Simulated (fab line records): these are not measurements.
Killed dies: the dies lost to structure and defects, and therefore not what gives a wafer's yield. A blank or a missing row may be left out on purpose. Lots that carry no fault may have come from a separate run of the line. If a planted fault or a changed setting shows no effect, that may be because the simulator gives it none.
Chamber matching ; flow gf180mcu ; cmp-02 running GF_CONTACT_CMP_04: 4 sister chambers
The step polishes SiO2. 4 wafers are shown with their chamber, then 12 later ones without.

## EACH WAFER AND ITS CHAMBER
wafer;chamber;motor-current-A (A)
L079.6;0;13.9
L090.1;3;12.4
L090.5;1;10.5
L090.6;2;12.1

## WAFERS WITH NO CHAMBER GIVEN
wafer;motor-current-A (A)
L091.2;11.4
L091.3;10.2
L091.4;14.7
L092.1;10.4
L092.2;11.7
L092.6;11.6
L094.1;12.0
L094.3;10.6
L094.6;10.4
L096.2;12.4
L096.3;10.6
L096.6;14.6

## THE CHAMBER EACH PASSED THROUGH
wafer;from the rows above;in truth
L091.2;can't be placed: 2 or 1 or 3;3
L091.3;1;1
L091.4;0;0
L092.1;1;1
L092.2;can't be placed: 2 or 3 or 1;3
L092.6;can't be placed: 2 or 3 or 1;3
L094.1;can't be placed: 2 or 3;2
L094.3;1;1
L094.6;1;1
L096.2;can't be placed: 3 or 2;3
L096.3;1;1
L096.6;0;0
Placed correctly: 7 of 12. Not placeable from these rows: 5 (in 5, the candidates include the true chamber). Number placed wrongly: 0.
How it was worked out, from the rows above alone: a wafer's distance from a chamber is the root of the sum, over the readings, of the square of ((its reading less the chamber's mean) divided by the reading's scatter). If the next closest chamber is less than 2 further off than the closest, the wafer can't be placed; otherwise it belongs to the closest. The mean given for a chamber averages the wafers shown for that chamber. The scatter: root of mean squared gap, hidden wafer to nearest shown wafer, with one shown wafer a chamber.
